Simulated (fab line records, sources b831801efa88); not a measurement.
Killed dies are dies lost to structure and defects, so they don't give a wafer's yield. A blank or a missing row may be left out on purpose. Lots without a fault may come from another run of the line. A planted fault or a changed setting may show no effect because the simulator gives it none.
Which tool did it? | flow sky130 | 24 lots, 72 wafers sampled, at 3 steps of a route of 708

WHAT THE GAUGES READ, wafer by wafer
SKY_VIA2_THK_MEAS_01. Usual: VIA2_HDPCVD_THK 1190 nm, standard deviation 15.
lot  | measured     | on            | VIA2_HDPCVD_THK (nm) | flag
L074 | day 36 13:29 | film_metro-04 | 1175 1168 1176       |
L075 | day 36 17:32 | film_metro-03 | 1172 1171 1189       |
L076 | day 36 21:39 | film_metro-02 | 1174 1174 1173       |
L077 | day 37 15:52 | film_metro-04 | 1203 1200 1211       |
L078 | day 37 20:36 | film_metro-02 | 1197 1200 1195       |
L079 | day 37 22:34 | film_metro-04 | 1188 1196 1184       |
L080 | day 38 01:55 | film_metro-03 | 1190 1175 1184       |
L081 | day 38 23:14 | film_metro-03 | 1196 1203 1179       |
L082 | day 39 00:31 | film_metro-03 | 1174 1190 1183       |
L083 | day 39 03:23 | film_metro-02 | 1186 1207 1201       |
L084 | day 39 09:35 | film_metro-04 | 1177 1177 1180       |
L085 | day 40 01:42 | film_metro-03 | 1208 1191 1190       |
L086 | day 40 05:34 | film_metro-04 | 1182 1186 1196       |
L087 | day 40 10:35 | film_metro-03 | 1210 1196 1197       |
L088 | day 40 11:52 | film_metro-02 | 1206 1216 1209       |
L089 | day 41 01:01 | film_metro-02 | 1199 1208 1200       |
L090 | day 41 04:06 | film_metro-03 | 1213 1204 1215       |
L091 | day 41 11:34 | film_metro-04 | 1185 1197 1169       |
L092 | day 41 12:22 | film_metro-04 | 1211 1215 1196       |
L093 | day 42 02:31 | film_metro-03 | 1183 1165 1174       |
L094 | day 42 04:50 | film_metro-03 | 1200 1205 1206       |
L095 | day 42 17:47 | film_metro-04 | 1182 1194 1192       |
L096 | day 42 18:52 | film_metro-02 | 1157 1160 1172       |
L097 | day 43 05:07 | film_metro-04 | 1150 1154 1156       |

SKY_VIA3_THK_MEAS_01. Usual: VIA3_HDPCVD_THK 1713 nm, standard deviation 18.
lot  | measured     | on            | VIA3_HDPCVD_THK (nm) | flag
L074 | day 40 00:23 | film_metro-01 | 1709 1715 1717       |
L075 | day 40 03:59 | film_metro-01 | 1712 1698 1686       |
L076 | day 40 06:58 | film_metro-02 | 1728 1702 1699       |
L077 | day 40 23:56 | film_metro-02 | 1695 1699 1678       |
L078 | day 41 06:37 | film_metro-04 | 1723 1712 1727       |
L079 | day 41 07:58 | film_metro-01 | 1719 1733 1731       |
L080 | day 41 09:32 | film_metro-02 | 1705 1713 1715       |
L081 | day 42 05:56 | film_metro-04 | 1687 1712 1756       |
L082 | day 42 08:16 | film_metro-04 | 1687 1670 1702       |
L083 | day 42 11:04 | film_metro-01 | 1685 1727 1696       |
L084 | day 42 16:17 | film_metro-02 | 1761 1729 1703       |
L085 | day 43 06:53 | film_metro-01 | 1693 1707 1697       |
L086 | day 43 12:00 | film_metro-04 | 1724 1682 1678       |
L087 | day 43 15:58 | film_metro-02 | 1720 1725 1719       |
L088 | day 43 17:55 | film_metro-04 | 1710 1720 1718       |
L089 | day 44 06:49 | film_metro-04 | 1713 1700 1732       |
L090 | day 44 07:53 | film_metro-04 | 1726 1730 1709       |
L091 | day 44 14:42 | film_metro-01 | 1717 1727 1704       |
L092 | day 44 17:24 | film_metro-04 | 1711 1733 1702       |
L093 | day 45 07:04 | film_metro-01 | 1726 1732 1748       |
L094 | day 45 07:24 | film_metro-02 | 1707 1695 1713       |
L095 | day 46 00:52 | film_metro-01 | 1735 1723 1691       |
L096 | day 46 01:27 | film_metro-01 | 1750 1703 1699       |
L097 | day 46 07:15 | film_metro-04 | 1733 1725 1726       |

WHICH TOOL RAN EACH LOT (tool, then ch and the chambers of the sampled wafers, then the start)
lot  | SKY_METAL3_SPUTTER_03
L074 | pvd_sputter-02, day 37 18:34
L075 | pvd_sputter-02, day 37 22:05
L076 | pvd_sputter-02, day 38 02:04
L077 | pvd_sputter-04, day 38 19:34
L078 | pvd_sputter-03, day 39 02:04
L079 | pvd_sputter-02, day 39 03:32
L080 | pvd_sputter-04, day 39 05:41
L081 | pvd_sputter-03, day 40 02:41
L082 | pvd_sputter-02, day 40 05:08
L083 | pvd_sputter-02, day 40 06:31
L084 | pvd_sputter-03, day 40 13:19
L085 | pvd_sputter-04, day 41 04:53
L086 | pvd_sputter-03, day 41 09:31
L087 | pvd_sputter-04, day 41 13:29
L088 | pvd_sputter-04, day 41 14:59
L089 | pvd_sputter-04, day 42 03:56
L090 | pvd_sputter-03, day 42 06:48
L091 | pvd_sputter-03, day 42 13:52
L092 | pvd_sputter-02, day 42 15:19
L093 | pvd_sputter-02, day 43 05:04
L094 | pvd_sputter-03, day 43 07:18
L095 | pvd_sputter-03, day 43 19:19
L096 | pvd_sputter-02, day 43 20:32
L097 | pvd_sputter-03, day 44 07:44
- SKY_METAL3_SPUTTER_03: material Ti, target thk 5 nm, time 3.2 s.

WHAT THE TOOLS THEMSELVES READ (means of the sampled wafers that have a number; where no wafer has one, the mark that the record gives instead)
SKY_METAL3_SPUTTER_03. Usual: throttle_valve_pct 30.1 %, standard deviation 0.66.
lot  | tool           | throttle_valve_pct (%) | flag
L074 | pvd_sputter-02 | 30.4                   |
L075 | pvd_sputter-02 | 30.3                   |
L076 | pvd_sputter-02 | 30.6                   |
L077 | pvd_sputter-04 | 28.9                   |
L078 | pvd_sputter-03 | 30.0                   |
L079 | pvd_sputter-02 | 29.9                   |
L080 | pvd_sputter-04 | 29.5                   |
L081 | pvd_sputter-03 | 29.8                   |
L082 | pvd_sputter-02 | 30.4                   |
L083 | pvd_sputter-02 | 30.5                   |
L084 | pvd_sputter-03 | 30.2                   |
L085 | pvd_sputter-04 | 29.8                   |
L086 | pvd_sputter-03 | 29.7                   |
L087 | pvd_sputter-04 | 30.0                   |
L088 | pvd_sputter-04 | 29.3                   |
L089 | pvd_sputter-04 | 30.0                   |
L090 | pvd_sputter-03 | 30.0                   |
L091 | pvd_sputter-03 | 30.2                   |
L092 | pvd_sputter-02 | 29.9                   |
L093 | pvd_sputter-02 | 30.3                   |
L094 | pvd_sputter-03 | 30.5                   |
L095 | pvd_sputter-03 | 30.3                   |
L096 | pvd_sputter-02 | 30.5                   |
L097 | pvd_sputter-03 | 30.1                   |

THE ANSWER, worked out from the rows above alone
Rule: a lot is off if the mean of its wafers that have a number lies more than 3 standard deviations from the usual mean. A lot without any number at a reading at which 4 lots or more have one is off too. The other lots that the step has rows for count as sound. The gauges are gone through in route order, then the tools' own readings, and for those a lot's mean is taken as printed above. The first step at which some lot is off is used, and at that step the reading that is off furthest; a lot without a number counts as furthest.
No lot is off at any reading shown: from this, nothing can be told.

WHAT THE SIMULATOR HAD PUT IN
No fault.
